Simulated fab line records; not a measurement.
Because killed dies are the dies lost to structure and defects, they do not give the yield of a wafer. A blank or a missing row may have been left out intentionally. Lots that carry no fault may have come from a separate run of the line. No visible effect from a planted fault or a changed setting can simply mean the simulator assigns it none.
Which tool was responsible?    flow sky130    29 wafers from 10 lots sampled at 5 of the route's 708 steps

WHAT EACH GAUGE READ, for each wafer
SKY_LI_CONTACT_THK_MEAS_01. Usual: LI_CONTACT_HDPCVD_THK gives 931 nm (standard deviation 8).
lot   measured      on             LI_CONTACT_HDPCVD_THK (nm)  flag
L703  day 28 13:14  film metro-03  935 926 924                 
L704  day 29 01:02  film metro-01  936 925 929                 
L705  day 29 06:34  film metro-01  931 943 929                 
L714  day 32 13:04  film metro-01  930 920 919                 
L715  day 32 21:34  film metro-04  934 916                     
L718  day 34 03:30  film metro-04  934 914 927                 
L720  day 34 11:08  film metro-01  924 931 934                 
L719  day 34 14:52  film metro-04  935 930 930                 
L722  day 34 19:59  film metro-04  946 933 935                 
L724  day 35 10:03  film metro-03  933 951 934                 

SKY_LOCAL_INTERCONNECT_RS_MEAS_01: the measuring method here is four-point-probe. Usual: LOCAL_INTERCONNECT_TIN_RS gives 14.09 ohm/sq (standard deviation 0.15).
lot   measured      on             LOCAL_INTERCONNECT_TIN_RS (ohm/sq)  flag
L703  day 29 19:05  film metro-04  14.31 14.36 14.49                   
L704  day 30 06:23  film metro-02  14.00 13.98 13.93                   
L705  day 30 12:46  film metro-01  13.76 13.82 13.87                   
L714  day 33 17:25  film metro-02  16.07 14.22 16.02                   OFF
L715  day 34 02:48  film metro-02  13.95 15.88                         OFF
L718  day 35 08:24  film metro-01  13.91 14.08 13.91                   
L720  day 35 15:57  film metro-01  14.01 14.14 14.04                   
L719  day 35 19:53  film metro-02  14.12 14.09 14.25                   
L722  day 36 01:12  film metro-01  14.00 13.92 13.95                   
L724  day 36 14:09  film metro-02  14.18 13.92 14.01                   

SKY_LOCAL_INTERCONNECT_THK_MEAS_02: measures by xrf. Usual: LOCAL_INTERCONNECT_TIN_THK gives 100.0 nm (standard deviation 1.1).
lot   measured      on             LOCAL_INTERCONNECT_TIN_THK (nm)  flag
L703  day 29 19:13  film metro-04  99.2 98.5 98.2                   
L704  day 30 06:31  film metro-02  100.2 100.9 100.9                
L705  day 30 12:53  film metro-01  101.9 101.6 101.4                
L714  day 33 17:32  film metro-02  88.3 99.6 88.2                   OFF
L715  day 34 02:55  film metro-02  101.0 89.1                       OFF
L718  day 35 08:31  film metro-01  101.0 100.1 101.7                
L720  day 35 16:04  film metro-01  100.7 100.6 100.8                
L719  day 35 19:59  film metro-02  99.4 100.0 98.6                  
L722  day 36 01:17  film metro-01  100.9 101.3 101.0                
L724  day 36 14:16  film metro-02  99.7 101.0 100.5                 

WHAT TOOL EACH LOT RAN ON (gives the tool, then ch and the chambers of the sampled wafers, and finally the start)
lot   SKY_LI_CONTACT_ETCH_15              SKY_LOCAL_INTERCONNECT_SPUTTER_00
L703  rie diel-04 ch 0,2, day 29 17:54    pvd sputter-04, day 29 19:01
L704  rie diel-01 ch 0,2,3, day 30 05:12  pvd sputter-04, day 30 06:19
L705  rie diel-04 ch 1,3, day 30 11:34    pvd sputter-01, day 30 12:41
L714  rie diel-03 ch 1,2,3, day 33 16:12  pvd sputter-04, day 33 17:20
L715  rie diel-01 ch 1,2, day 34 01:37    pvd sputter-04, day 34 02:44
L718  rie diel-04 ch 1,2,3, day 35 07:13  pvd sputter-01, day 35 08:20
L720  rie diel-01 ch 0,1, day 35 14:46    pvd sputter-01, day 35 15:53
L719  rie diel-01 ch 0,3, day 35 18:40    pvd sputter-01, day 35 19:47
L722  rie diel-01 ch 2,3, day 35 23:57    pvd sputter-01, day 36 01:04
L724  rie diel-01 ch 0,2,3, day 36 12:58  pvd sputter-01, day 36 14:05
- SKY_LI_CONTACT_ETCH_15: etches PSG in C4F8/O2/Ar, stops on Si, target depth 600 nm.
- SKY_LOCAL_INTERCONNECT_SPUTTER_00: material TiN, target thk 100 nm, time 83.3 s.

WHAT THE TOOLS THEMSELVES READ (means of the sampled wafers that have a number; where no wafer has one, the mark that the record gives instead)
SKY_LI_CONTACT_ETCH_15. Usual: oes product au at 0.836 a.u., with a standard deviation of 0.005.
lot   tool         oes product au (a.u.)  flag
L703  rie diel-04  0.834                  
L704  rie diel-01  0.834                  
L705  rie diel-04  0.837                  
L714  rie diel-03  0.838                  
L715  rie diel-01  0.840                  
L718  rie diel-04  0.838                  
L720  rie diel-01  0.835                  
L719  rie diel-01  0.835                  
L722  rie diel-01  0.842                  
L724  rie diel-01  0.835                  

SKY_LOCAL_INTERCONNECT_SPUTTER_00. Usual: throttle valve pct at 30.1 %, with a standard deviation of 0.84.
lot   tool            throttle valve pct (%)  flag
L703  pvd sputter-04  30.3                    
L704  pvd sputter-04  30.0                    
L705  pvd sputter-01  30.2                    
L714  pvd sputter-04  30.0                    
L715  pvd sputter-04  30.3                    
L718  pvd sputter-01  30.0                    
L720  pvd sputter-01  30.1                    
L719  pvd sputter-01  30.3                    
L722  pvd sputter-01  31.0                    
L724  pvd sputter-01  29.9                    

THE ANSWER, worked out from the rows above alone
Rule: lot off if the mean of its wafers having a number is beyond 3 standard deviations from the usual mean. Also off: a lot with no number at a reading for which 4 or more lots have one. All remaining lots with rows at the step are treated as sound. The gauges are gone through in route order, then the tools' own readings, and for those a lot's mean is taken as printed above. The first step at which some lot is off is used, and at that step the reading that is off furthest; a lot without a number counts as furthest.
Off: at SKY_LOCAL_INTERCONNECT_RS_MEAS_01 (LOCAL_INTERCONNECT_TIN_RS), L714, L715.
If a tool, at a process step before that reading, ran all the lots that are off and no sound lot after the first of them, it fits. The gauges at SKY_LOCAL_INTERCONNECT_RS_MEAS_01 are tried like those tools. One fits: pvd sputter-04 at SKY_LOCAL_INTERCONNECT_SPUTTER_00. A fault onset in the window from L704 (day 30 06:19, its last sound lot) to L714 (day 33 17:20, its first lot off) fits.

WHAT THE SIMULATOR PUT IN
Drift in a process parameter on pvd sputter-04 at SKY_LOCAL_INTERCONNECT_SPUTTER_00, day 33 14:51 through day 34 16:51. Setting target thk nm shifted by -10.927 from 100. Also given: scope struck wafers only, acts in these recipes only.
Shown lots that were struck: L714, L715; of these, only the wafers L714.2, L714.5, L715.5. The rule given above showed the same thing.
